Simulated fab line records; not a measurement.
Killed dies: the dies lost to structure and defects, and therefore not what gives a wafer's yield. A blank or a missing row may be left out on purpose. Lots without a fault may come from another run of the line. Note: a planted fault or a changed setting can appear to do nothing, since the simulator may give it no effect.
One fault seen from 2 desks / flow gf180mcu / numbers are kept per desk, each desk with only its own; the story behind them comes last

== THE TOOL OWNER'S DESK: cmp-01 ==
The tool's own readings at GF_V3_CMP_04 (polishes SiO2): means of the sampled wafers that have a number, for each lot that ran on this tool. The brackets show how far a lot's mean lies from the usual mean; more than 4 standard deviations puts the lot out of limits, marked OUT.
Columns: A = motor current A at GF_V3_CMP_04, usual 13.1 A; B = time to endpoint s at GF_V3_CMP_04, usual 82 s
lot=L906; first seen here=day 21 17:46; A=12.3; B=85
lot=L908; first seen here=day 21 23:33; A=12.7; B=82
lot=L909; first seen here=day 22 07:20; A=13.5; B=91
lot=L917; first seen here=day 25 15:37; A=12.5; B=72
lot=L918; first seen here=day 25 19:25; A=13.9; B=78
Result from this desk: across the 5 lots, nothing is out of limits.

== AT THE METROLOGY DESK ==
Lot by lot, what the gauges showed, no matter which tool ran the lot: averages of those sampled wafers that carry a number. The brackets show how far a lot's mean lies from the usual mean; more than 4 standard deviations puts the lot out of limits, marked OUT.
Columns: A = M2_OVL at GF_M2_OVL_MEAS_15, usual 2 nm; B = V3_CVD_00_THK at GF_V3_THK_MEAS_01, usual 603 nm
lot=L906; first seen here=day 19 13:17; A=-7; B=605
lot=L907; first seen here=day 19 17:26; A=3; B=598
lot=L908; first seen here=day 19 18:44; A=-4; B=598
lot=L909; first seen here=day 20 02:37; A=-3; B=595
lot=L911; first seen here=day 21 02:43; A=12; B=604
lot=L912; first seen here=day 21 19:13; A=-11; B=600
lot=L917; first seen here=day 23 16:20; A=1; B=592
lot=L918; first seen here=day 23 20:56; A=13; B=598
lot=L921; first seen here=day 25 00:00; A=5; B=609
lot=L924; first seen here=day 25 15:20; A=0; B=603
lot=L925; first seen here=day 26 01:48; A=4; B=607
lot=L926; first seen here=day 26 02:02; A=0; B=602
Result from this desk: across the 12 lots, nothing is out of limits.

== ALL TOGETHER ==
The tool owner's desk saw nothing out of limits.
The metrology desk saw nothing out of limits.

== WHAT HAD BEEN PUT IN BY THE SIMULATOR ==
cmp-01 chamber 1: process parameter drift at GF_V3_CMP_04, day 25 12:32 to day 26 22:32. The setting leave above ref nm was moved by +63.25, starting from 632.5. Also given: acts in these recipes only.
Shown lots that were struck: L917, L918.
